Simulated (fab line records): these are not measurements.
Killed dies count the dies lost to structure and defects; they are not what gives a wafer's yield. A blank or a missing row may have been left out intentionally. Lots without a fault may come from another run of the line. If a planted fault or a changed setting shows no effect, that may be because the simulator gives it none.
Matching of chambers :: flow gf180mcu :: 4 sister chambers for GF_V1_CMP_26 on cmp-01
The step polishes, stops on SiO2, t overpolish 15 s, target thk 0 nm. 8 wafers are shown with their chamber, then 12 later ones without.

EACH WAFER AND ITS CHAMBER
wafer: L089.6
chamber: 3
motor_current_A (A): 11.7
time_to_endpoint_s (s): 78

wafer: L090.3
chamber: 0
motor_current_A (A): 9.3
time_to_endpoint_s (s): 86

wafer: L090.5
chamber: 3
motor_current_A (A): 11.0
time_to_endpoint_s (s): 80

wafer: L092.3
chamber: 0
motor_current_A (A): 9.3
time_to_endpoint_s (s): 78

wafer: L092.5
chamber: 1
motor_current_A (A): 10.3
time_to_endpoint_s (s): 79

wafer: L093.2
chamber: 2
motor_current_A (A): 9.8
time_to_endpoint_s (s): 78

wafer: L093.5
chamber: 2
motor_current_A (A): 9.9
time_to_endpoint_s (s): 80

wafer: L093.6
chamber: 1
motor_current_A (A): 11.1
time_to_endpoint_s (s): 78

WAFERS WITH NO CHAMBER GIVEN
wafer: L094.1
motor_current_A (A): 8.8
time_to_endpoint_s (s): 72

wafer: L094.4
motor_current_A (A): 10.9
time_to_endpoint_s (s): 75

wafer: L094.5
motor_current_A (A): 8.9
time_to_endpoint_s (s): 78

wafer: L095.4
motor_current_A (A): 9.6
time_to_endpoint_s (s): 79

wafer: L095.5
motor_current_A (A): 10.7
time_to_endpoint_s (s): 78

wafer: L095.6
motor_current_A (A): 9.6
time_to_endpoint_s (s): 80

wafer: L096.1
motor_current_A (A): 9.0
time_to_endpoint_s (s): 82

wafer: L096.3
motor_current_A (A): 11.4
time_to_endpoint_s (s): 85

wafer: L096.6
motor_current_A (A): 11.0
time_to_endpoint_s (s): 87

wafer: L097.1
motor_current_A (A): 9.4
time_to_endpoint_s (s): 84

wafer: L097.2
motor_current_A (A): 9.8
time_to_endpoint_s (s): 82

wafer: L097.3
motor_current_A (A): 10.8
time_to_endpoint_s (s): 80

WHICH CHAMBER EACH ONE RAN IN
wafer: L094.1
from the rows above: can't be placed: 0 or 2 or 1
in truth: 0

wafer: L094.4
from the rows above: can't be placed: 1 or 3 or 2
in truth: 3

wafer: L094.5
from the rows above: can't be placed: 0 or 2
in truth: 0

wafer: L095.4
from the rows above: can't be placed: 2 or 0
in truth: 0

wafer: L095.5
from the rows above: can't be placed: 1 or 3
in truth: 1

wafer: L095.6
from the rows above: can't be placed: 2 or 0
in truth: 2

wafer: L096.1
from the rows above: can't be placed: 0 or 2
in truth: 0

wafer: L096.3
from the rows above: can't be placed: 3 or 1
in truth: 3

wafer: L096.6
from the rows above: can't be placed: 3 or 1 or 2 or 0
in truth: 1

wafer: L097.1
from the rows above: can't be placed: 0 or 2
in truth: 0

wafer: L097.2
from the rows above: can't be placed: 2 or 0 or 1
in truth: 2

wafer: L097.3
from the rows above: can't be placed: 1 or 3 or 2
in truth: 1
Placed correctly: 0 of 12. These rows do not allow placing 12 (true chamber among the candidates in 12). Wrongly placed: 0.
How it was worked out, from the rows above alone: a wafer's distance from a chamber is the root of the sum, over the readings, of the square of ((its reading less the chamber's mean) divided by the reading's scatter). The wafer belongs to the nearest chamber; if the next one is less than 2 further off, it can't be placed. Each chamber's mean is taken over the wafers shown for it. The scatter is the square root of a quotient: the sum, over the shown wafers, of each reading's squared deviation from its chamber's mean, divided by wafers minus chambers.
